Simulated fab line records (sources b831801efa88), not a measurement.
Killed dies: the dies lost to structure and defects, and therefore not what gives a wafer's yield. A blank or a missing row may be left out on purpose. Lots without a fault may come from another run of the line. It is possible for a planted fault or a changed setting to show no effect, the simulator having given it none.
fab line records | flow sky130
[record] lots = 6 wafers = 18 lastDay = 50
route steps=708 shown FIELD_ISO@22 NWELL@32 DNWELL@35 PAD_OPEN@708
lots that met no fault: from a run of the same line without faults
startH: hours from the record's first day to the start of the lot's first wafer shown | waitH: hours since the lot's step before | " repeats the value in the row above | L1.1+2: a single row standing in for several wafers | - either no value or no given start | * or withheld: withheld | < > ~ a bound
route shown NAME@n: NAME is a module with steps in the file, n the number in the route of the first one | usual: mean/standard deviation of fault-free wafers | same: alike in all rows | chamber/n: place in a boat | sites: the reading at each site | _std_site: the values' standard deviation | _edge_site: outer sites' mean less inner sites' | radiusMm: for every site, how far away it sits from the centre of the wafer | mask NAME#n: copy n | behind: the tool/chamber that last shaped the wafer | hold: cause of the lot's hold/its duration in hours/its outcome | device: the n, p or np transistor that did not switch | end of line: the tests these same wafers got at the end of their route | for a step that has no rows: nothing shown but its recipe | killed: the dies lost at the first sort to structure and to defects; this is not the yield of the wafer | map: dies across one wafer; x = killed, . = not, _ = none there
set.NAME: setting as actually run; set.NAME@STEP: the setting as run at that earlier step | model.NAME: the simulator's own value behind a step, which no gauge read
lots at selected steps of the route; one table per step, one row per wafer
services: from which hour (startH, from the record's first day; less than 0 if before it) a tool's chamber was out of use, for how many hours, and why
[[steps]]
[step SKY_FIELD_ISO_WET_ETCH_21]
[recipe] chemistry = dHF dilution = 100:1 targetDepthNm = 20 dry = ipaMarangoni target = SiO2 tempC = 25 timeS = 400
[step SKY_FIELD_ISO_OXIDATION_22]
[recipe] tempC = 950 ambient = O2 stabiliseS = 600 purgeS = 300 targetThkA = 100 oxTimeS = 623
[step SKY_FIELD_ISO_THK_MEAS_23]
[recipe] reads = SiO2_of_FIELD_ISO_OXIDATION_22
[usual] FIELD_ISO_OXIDATION_01_THK = 9.94/0.13
// columns lot.wafer tool chamber startH waitH FIELD_ISO_OXIDATION_01_THK[nm]
L656.3 filmMetro-01 - 76.04 0.0 9.67
L656.4 " - " " 9.83
L656.6 " - " " 9.94
L658.1 filmMetro-02 - 82.81 0.0 9.84
L658.2 " - " " 9.84
L658.5 " - " " 9.90
L665.2 filmMetro-01 - 122.81 0.0 9.95
L665.4 " - " " 10.02
L665.6 " - " " 10.26
L668.1 filmMetro-01 - 135.19 0.0 9.88
L668.3 " - " " 9.68
L668.6 " - " " 9.87
L669.2 filmMetro-03 - 139.56 0.0 9.89
L669.4 " - " " 9.93
L669.6 " - " " 10.00
L671.2 filmMetro-03 - 154.61 0.0 9.97
L671.5 " - " " 9.85
L671.6 " - " " 9.83
[step SKY_FIELD_ISO_CVD_24]
[recipe] material = SiO2 targetThkNm = 595 tempC = 650 sigmaOpenFrac = 0.3 timeS = 99.2 sih4FlowSccm = 60 pressureMtorr = 6
[step SKY_FIELD_ISO_THK_MEAS_25]
[recipe] reads = SiO2_of_FIELD_ISO_CVD_24
[usual] FIELD_ISO_CVD_24_THK = 593/7.1
// columns lot.wafer tool chamber startH waitH FIELD_ISO_CVD_24_THK[nm]
L656.3 filmMetro-02 - 76.17 0.1 602
L656.4 " - " " 589
L656.6 " - " " 589
L658.1 filmMetro-03 - 82.94 0.0 590
L658.2 " - " " 585
L658.5 " - " " 592
L665.2 filmMetro-02 - 122.95 0.0 581
L665.4 " - " " 594
L665.6 " - " " 585
L668.1 filmMetro-02 - 135.32 0.0 577
L668.3 " - " " 595
L668.6 " - " " 583
L669.2 filmMetro-01 - 139.70 0.0 604
L669.4 " - " " 598
L669.6 " - " " 607
L671.2 filmMetro-01 - 154.74 0.0 599
L671.5 " - " " 593
L671.6 " - " " 594
[step SKY_FIELD_ISO_ANNEAL_26]
[recipe] tempC = 1000 timeS = 1800 ambient = N2
[step SKY_FIELD_ISO_CMP_27]
[recipe] stopOn = Si3N4 tOverpolishS = 16 downForcePsi = 4 platenRpm = 60 targetThkNm = 457.8 padVelocityMS = 0.94248
[usual] motorCurrentA = 11.5/0.78 overpolishRunS = 16.001/0.0089 timeToEndpointS = 110/4.1
// columns lot.wafer tool chamber startH waitH motorCurrentA overpolishRunS timeToEndpointS
L656.3 cmp-02 2 77.71 0.0 10.9 15.990 110
L656.4 " 1 " " 11.0 16.025 106
L656.6 " 3 " " 10.7 16.010 111
L658.1 cmp-02 2 85.84 0.0 10.6 15.989 106
L658.2 " 0 " " 12.9 15.998 102
L658.5 " 2 " " 10.4 15.993 107
L665.4 cmp-02 3 125.19 0.1 11.8 16.002 116
L665.2 " 1 " " 11.3 15.991 114
L665.6 " 2 " " 10.1 15.987 113
L668.3 cmp-02 0 136.98 0.1 11.8 16.002 108
L668.1 " 1 " " 11.2 16.012 108
L668.6 " 2 " " 10.3 15.998 113
L669.2 cmp-01 3 141.30 0.1 12.3 15.990 116
L669.4 " 1 " " 12.6 16.003 110
L669.6 " 2 " " 10.7 16.008 107
L671.2 cmp-02 1 156.52 0.2 10.7 16.001 112
L671.6 " 0 " " 12.1 15.998 107
L671.5 " 1 " " 11.3 15.985 110
[step SKY_FIELD_ISO_WET_ETCH_28]
[recipe] chemistry = dHF targetDepthNm = 23.7 target = SiO2 dilution = 10:1 tempC = 25 timeS = 47
[step SKY_FIELD_ISO_WET_ETCH_29]
[recipe] chemistry = H3PO4 targetDepthNm = 160 target = Si3N4 tempC = 160 timeS = 1825
[step SKY_FIELD_ISO_WET_ETCH_30]
[recipe] chemistry = dHF targetDepthNm = 25 target = SiO2 dilution = 10:1 tempC = 25 timeS = 50
[step SKY_NWELL_CLEAN_00]
[recipe] chemistry = SC1/SC2 mix = 1:4:20 tempC = 70 timeS = 150 dry = n2Spin
[step SKY_NWELL_OXIDATION_01]
[recipe] tempC = 900 ambient = O2 stabiliseS = 600 purgeS = 300 targetThkA = 100 oxTimeS = 1418
[step SKY_NWELL_THK_MEAS_02]
[recipe] reads = SiO2_of_NWELL_OXIDATION_01
[usual] NWELL_OXIDATION_THK = 10.01/0.19
// columns lot.wafer tool chamber startH waitH NWELL_OXIDATION_THK[nm]
L656.3 filmMetro-01 - 80.04 0.0 13.35
L656.4 " - " " 13.39
L656.6 " - " " 13.38
L658.1 filmMetro-01 - 90.27 0.0 13.83
L658.2 " - " " 13.84
L658.5 " - " " 13.76
L665.2 filmMetro-04 - 128.06 0.0 10.50
L665.4 " - " " 10.51
L665.6 " - " " 10.38
L668.1 filmMetro-02 - 139.42 0.0 9.89
L668.3 " - " " 9.84
L668.6 " - " " 9.78
L669.2 filmMetro-04 - 144.18 0.0 9.84
L669.4 " - " " 9.71
L669.6 " - " " 9.68
L671.2 filmMetro-04 - 159.13 0.0 10.12
L671.5 " - " " 10.11
L671.6 " - " " 10.11
[step SKY_DNWELL_DEHYDRATE_00]
[recipe] tempC = 200 timeS = 60
[step SKY_PAD_OPEN_PROBE_99]
[usual] killed_at_M0_to_M3 = 43/7.3 killed_at_M4_up = 3.5/2.2 killedAtContacts = 24/5.3 killedAtFrontEnd = 15/4.2 killedAtOther = 0.3/0.67 killedDies = 86/9.8 killedOpen = 47/7.2 killedShort = 39/6.5
[same] grossDies = 492 killedAtBackSide = 0
// columns lot.wafer tool chamber startH waitH killed_at_M0_to_M3 killed_at_M4_up killedAtContacts killedAtFrontEnd killedAtOther killedDies killedOpen killedShort
L656.3 prober-02 - 1150.60 0.2 51 6 23 16 2 98 60 36
L656.4 prober-02 - 1150.65 0.2 25 4 26 23 0 78 45 33
L656.6 prober-02 - 1150.75 0.2 49 2 26 13 1 91 57 34
L671.2 prober-01 - 1207.09 0.1 54 0 26 16 0 96 49 44
L671.5 prober-01 - 1207.24 0.2 49 2 26 17 0 94 57 37
L671.6 prober-01 - 1207.29 0.2 39 3 30 21 0 93 52 39
// killed by level:class
L656.3 VIA3:geometricParticle:open=11 VIA1:geometricParticle:open=11 LI_CONTACT:geometricParticle:open=9 CONTACT:geometricParticle:open=7 FIELD_ISO:geometricParticle:open=6 VIA2:geometricParticle:open=6 FIELD_ISO:geometricParticle:short=5 METAL2:geometricParticle:short=5
L656.4 FIELD_ISO:geometricParticle:open=9 CONTACT:geometricParticle:open=9 LI_CONTACT:geometricParticle:open=8 CONTACT:geometricParticle:short=6 VIA3:geometricParticle:open=6 FIELD_ISO:geometricParticle:short=5 METAL2:geometricParticle:short=4 VIA1:geometricParticle:open=3
L656.6 VIA1:geometricParticle:open=16 CONTACT:geometricParticle:open=11 VIA1:geometricParticle:short=8 VIA3:geometricParticle:open=7 LI_CONTACT:geometricParticle:open=6 FIELD_ISO:geometricParticle:open=5 VIA2:geometricParticle:open=5 METAL1:geometricParticle:short=4
L671.2 CONTACT:geometricParticle:open=12 VIA1:geometricParticle:short=10 VIA1:geometricParticle:open=10 METAL2:geometricParticle:short=9 VIA2:geometricParticle:open=7 LOCAL_INTERCONNECT:geometricParticle:short=5 VIA3:geometricParticle:open=5 POLY_GATE:geometricParticle:open=4
L671.5 VIA1:geometricParticle:open=14 VIA3:geometricParticle:open=11 LI_CONTACT:geometricParticle:open=7 CONTACT:geometricParticle:open=7 VIA1:geometricParticle:short=7 CONTACT:geometricParticle:short=6 VIA2:geometricParticle:open=6 METAL2:geometricParticle:short=5
L671.6 CONTACT:geometricParticle:open=12 VIA2:geometricParticle:open=10 VIA1:geometricParticle:open=9 CONTACT:geometricParticle:short=8 FIELD_ISO:geometricParticle:open=5 LOCAL_INTERCONNECT:geometricParticle:short=5 METAL1:geometricParticle:short=5 VIA3:geometricParticle:short=4
[[services]]
// columns tool chamber startH hours kind
cmp-01 - 64.06 4.0 pm
cmp-01 - 68.06 - consumableReplace:conditioner
cmp-01 - 68.06 - consumableReplace:pad
cmp-02 - 105.71 0.6 repair
cmp-01 - 108.04 3.3 repair
cmp-01 - 117.97 2.4 repair
cmp-02 - 141.76 2.9 pm
cmp-01 - 151.64 10.4 pm
[[key]]
[firstSign] step = SKY_NWELL_THK_MEAS_02 reading = NWELL_OXIDATION_THK direction = up sigmas = 19 usual = 10.01 struck = 13.59
effect none on later readings
metAt SKY_NWELL_THK_MEAS_02
struckWafers L656.3,L656.4,L656.6,L658.1,L658.2,L658.5
testerLeftOut L656,L658
[fault] kind = metrologyMatchingOffset tool = filmMetro-01 chamber = - onsetH = 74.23 steps = SKY_NWELL_THK_MEAS_02 param = thkNm offset = 3.7686
// testerLeftOut: of these lots the tester's yield and bins aren't shown, on N5 and GAA mostly nor the transistor test; their killed dies are dies lost to structure and defects alone, not to doping, threshold or leakage, so they don't give the yield
